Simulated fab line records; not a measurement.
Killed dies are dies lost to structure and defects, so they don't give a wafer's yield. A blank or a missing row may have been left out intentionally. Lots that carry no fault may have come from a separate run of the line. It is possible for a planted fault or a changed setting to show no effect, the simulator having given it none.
Which of the tools did it? | flow sky130 | Sampling: 24 lots, 72 wafers, 4 of 708 route steps

== WHAT EACH GAUGE READ, for each wafer ==
SKY_LDD_LDN_OVL_MEAS_07. Usual: LDD_LDN_OVL gives 0.2 nm (standard deviation 1.4).
lot  | measured     | on         | LDD_LDN_OVL (nm) | flag
L075 | day 24 18:43 | overlay-02 | 3.2 -1.0 1.1     |
L078 | day 24 19:18 | overlay-02 | -0.7 -0.2 -1.6   |
L076 | day 24 23:36 | overlay-02 | 0.3 1.5 1.6      |
L074 | day 25 00:56 | overlay-01 | 0.3 1.9 1.4      |
L077 | day 25 06:39 | overlay-01 | -4.0 -1.8 -0.8   |
L080 | day 25 14:18 | overlay-02 | 0.0 0.3 1.5      |
L079 | day 25 15:25 | overlay-02 | 0.4 0.4 1.4      |
L081 | day 25 19:34 | overlay-02 | 2.4 1.0 2.9      |
L082 | day 26 07:21 | overlay-01 | 0.2 1.8 1.7      |
L083 | day 26 18:25 | overlay-01 | -2.9 -0.3 0.3    |
L084 | day 27 01:35 | overlay-01 | 1.0 -0.6 1.9     |
L085 | day 27 06:08 | overlay-01 | 0.5 -1.1 1.8     |
L086 | day 27 13:29 | overlay-01 | -0.9 -1.1 -1.1   |
L087 | day 27 20:45 | overlay-02 | 1.3 1.5 2.1      |
L088 | day 28 02:51 | overlay-02 | 0.2 1.8 2.0      |
L089 | day 28 12:26 | overlay-02 | 0.3 1.5 1.4      |
L090 | day 28 22:27 | overlay-01 | -2.7 -2.1 -0.8   |
L091 | day 29 06:26 | overlay-01 | 0.3 -0.3 0.0     |
L092 | day 29 13:59 | overlay-02 | -0.4 -0.5 1.1    |
L093 | day 29 21:17 | overlay-01 | -2.6 1.0 0.3     |
L094 | day 30 10:39 | overlay-01 | -0.4 1.1 0.5     |
L095 | day 30 13:55 | overlay-02 | 0.2 0.3 0.2      |
L096 | day 30 18:32 | overlay-01 | -1.0 -0.5 -0.7   |
L097 | day 31 00:15 | overlay-02 | 1.8 2.7 2.6      |

SKY_SD_N_RS_MEAS_18: measures by four-point-probe. Usual: RES_XHIGH_RS gives 340.7 ohm/sq (standard deviation 1.1).
lot  | measured     | on            | RES_XHIGH_RS (ohm/sq) | flag
L075 | day 29 16:55 | film_metro-02 | 340.7 341.6 340.6     |
L078 | day 29 17:49 | film_metro-01 | 341.9 343.0 341.2     |
L076 | day 29 22:40 | film_metro-02 | 342.2 343.0 340.7     |
L074 | day 29 23:05 | film_metro-04 | 341.0 341.6 339.4     |
L077 | day 30 03:43 | film_metro-01 | 340.5 340.0 339.3     |
L080 | day 30 12:22 | film_metro-02 | 340.3 340.7 339.7     |
L079 | day 30 12:50 | film_metro-01 | 340.4 340.6 340.8     |
L081 | day 30 16:50 | film_metro-04 | 341.7 340.7 340.6     |
L082 | day 31 03:19 | film_metro-01 | 340.4 340.5 339.7     |
L083 | day 31 15:04 | film_metro-04 | 339.0 337.8 340.0     |
L084 | day 31 22:26 | film_metro-04 | 342.3 341.7 341.6     |
L085 | day 31 23:38 | film_metro-01 | 341.8 341.5 340.9     |
L086 | day 32 09:58 | film_metro-02 | 341.5 341.2 341.7     |
L087 | day 32 16:13 | film_metro-01 | 341.4 341.0 340.9     |
L088 | day 32 20:32 | film_metro-04 | 339.9 339.3 339.8     |
L089 | day 33 06:43 | film_metro-04 | 339.8 337.9 339.3     |
L090 | day 33 16:55 | film_metro-02 | 339.5 340.7 339.3     |
L091 | day 33 21:01 | film_metro-01 | 338.8 338.2 339.0     |
L092 | day 34 05:20 | film_metro-01 | 340.7 340.6 341.2     |
L093 | day 34 12:28 | film_metro-02 | 342.3 342.4 341.9     |
L094 | day 35 01:02 | film_metro-02 | 340.0 340.1 341.6     |
L095 | day 35 06:44 | film_metro-01 | 341.4 340.6 340.2     |
L096 | day 35 08:22 | film_metro-04 | 341.3 342.2 342.5     |
L097 | day 35 16:55 | film_metro-02 | 340.3 342.6 341.5     |

SKY_LI_CONTACT_RS_MEAS_22: measures by four-point-probe. Usual: LI_CONTACT_W_RS gives 0.287 ohm/sq (standard deviation 0.0049).
lot  | measured     | on            | LI_CONTACT_W_RS (ohm/sq) | flag
L075 | day 30 22:59 | film_metro-01 | 0.286 0.282 0.289        |
L078 | day 31 00:00 | film_metro-04 | 0.288 0.293 0.290        |
L076 | day 31 04:45 | film_metro-04 | 0.277 0.279 0.279        |
L074 | day 31 05:22 | film_metro-01 | 0.275 0.284 0.282        |
L077 | day 31 09:11 | film_metro-04 | 0.286 0.282 0.280        |
L080 | day 31 17:35 | film_metro-01 | 0.291 0.290 0.292        |
L079 | day 31 17:59 | film_metro-02 | 0.291 0.285 0.289        |
L081 | day 31 22:16 | film_metro-01 | 0.290 0.289 0.286        |
L082 | day 32 07:19 | film_metro-01 | 0.292 0.292 0.285        |
L083 | day 32 18:54 | film_metro-01 | 0.288 0.290 0.290        |
L084 | day 33 02:29 | film_metro-04 | 0.283 0.287 0.284        |
L085 | day 33 04:04 | film_metro-04 | 0.289 0.285 0.287        |
L086 | day 33 14:31 | film_metro-02 | 0.291 0.291 0.292        |
L087 | day 33 19:19 | film_metro-01 | 0.287 0.289 0.288        |
L088 | day 34 00:27 | film_metro-01 | 0.292 0.293 0.292        |
L089 | day 34 10:43 | film_metro-02 | 0.282 0.283 0.278        |
L090 | day 34 20:37 | film_metro-04 | 0.299 0.288 0.290        |
L091 | day 35 01:16 | film_metro-01 | 0.292 0.290 0.292        |
L092 | day 35 09:43 | film_metro-04 | 0.292 0.290 0.294        |
L093 | day 35 16:39 | film_metro-01 | 0.286 0.289 0.288        |
L094 | day 36 04:34 | film_metro-02 | 0.278 0.280 0.285        |
L095 | day 36 10:04 | film_metro-04 | 0.277 0.281 0.277        |
L096 | day 36 11:45 | film_metro-01 | 0.284 0.284 0.285        |
L097 | day 36 20:52 | film_metro-02 | 0.278 0.286 0.282        |

== EACH LOT AND THE TOOL THAT RAN IT (in order: tool; ch and the chambers of the sampled wafers; start) ==
lot  | SKY_LI_CONTACT_ETCH_15
L075 | rie_diel-03 ch 0,1,3, day 30 22:17
L078 | rie_diel-02 ch 1,2,3, day 30 23:22
L076 | rie_diel-03 ch 0,3, day 31 04:05
L074 | rie_diel-04 ch 1,2,3, day 31 04:42
L077 | rie_diel-02 ch 0,2,3, day 31 08:30
L080 | rie_diel-03 ch 0,3, day 31 16:51
L079 | rie_diel-04 ch 0,1,2, day 31 17:20
L081 | rie_diel-03 ch 0,1, day 31 21:32
L082 | rie_diel-03 ch 0,1,2, day 32 06:35
L083 | rie_diel-03 ch 2,3, day 32 18:12
L084 | rie_diel-03 ch 0,1,3, day 33 01:49
L085 | rie_diel-02 ch 0,2,3, day 33 03:15
L086 | rie_diel-02 ch 0,1, day 33 13:52
L087 | rie_diel-03 ch 0,1,2, day 33 18:38
L088 | rie_diel-02 ch 0,2, day 33 23:47
L089 | rie_diel-02 ch 0,1,2, day 34 10:05
L090 | rie_diel-03 ch 0,3, day 34 19:56
L091 | rie_diel-03 ch 0,2,3, day 35 00:36
L092 | rie_diel-03 ch 1,2,3, day 35 09:03
L093 | rie_diel-03 ch 1,2,3, day 35 15:53
L094 | rie_diel-04 ch 0,2,3, day 36 03:54
L095 | rie_diel-04 ch 0,2,3, day 36 09:20
L096 | rie_diel-04 ch 0,1,2, day 36 11:06
L097 | rie_diel-02 ch 1,2,3, day 36 20:11
- SKY_LI_CONTACT_ETCH_15: etches PSG in C4F8/O2/Ar, stops on Si, target depth 600 nm.

== WHAT THE TOOLS THEMSELVES READ (means of the sampled wafers that have a number; where no wafer has one, the mark that the record gives instead) ==
SKY_LI_CONTACT_ETCH_15. Usual: oes_product_au 0.846 a.u., standard deviation 0.0045; rf_fwd_power_W 1492 W, standard deviation 5.
lot  | tool        | oes_product_au (a.u.) | rf_fwd_power_W (W) | flag
L075 | rie_diel-03 | 0.847                 | 1491               |
L078 | rie_diel-02 | 0.843                 | 1489               |
L076 | rie_diel-03 | 0.848                 | 1495               |
L074 | rie_diel-04 | 0.845                 | 1490               |
L077 | rie_diel-02 | 0.850                 | 1491               |
L080 | rie_diel-03 | 0.844                 | 1494               |
L079 | rie_diel-04 | 0.845                 | 1492               |
L081 | rie_diel-03 | 0.850                 | 1495               |
L082 | rie_diel-03 | 0.848                 | 1491               |
L083 | rie_diel-03 | 0.851                 | 1497               |
L084 | rie_diel-03 | 0.847                 | 1488               |
L085 | rie_diel-02 | 0.847                 | 1491               |
L086 | rie_diel-02 | 0.848                 | 1486               |
L087 | rie_diel-03 | 0.849                 | 1494               |
L088 | rie_diel-02 | 0.848                 | 1500               |
L089 | rie_diel-02 | 0.845                 | 1490               |
L090 | rie_diel-03 | 0.843                 | 1492               |
L091 | rie_diel-03 | 0.841                 | 1490               |
L092 | rie_diel-03 | 0.845                 | 1492               |
L093 | rie_diel-03 | 0.840                 | 1493               |
L094 | rie_diel-04 | 0.843                 | 1489               |
L095 | rie_diel-04 | 0.846                 | 1493               |
L096 | rie_diel-04 | 0.844                 | 1492               |
L097 | rie_diel-02 | 0.844                 | 1488               |

== THE ANSWER, worked out from the rows above alone ==
Rule: take the mean of a lot's wafers that have a number; if it is more than 3 standard deviations from the usual mean, the lot is off. Also off: a lot with no number at a reading for which 4 or more lots have one. The other lots that the step has rows for count as sound. After the gauges, taken in route order, come the tools' own readings; for these a lot's mean is taken, as printed above. The first step at which some lot is off is used, and at that step the reading that is off furthest; a lot without a number counts as furthest.
No lot is off at any reading shown: from this, nothing can be told.

== WHAT HAD BEEN PUT IN BY THE SIMULATOR ==
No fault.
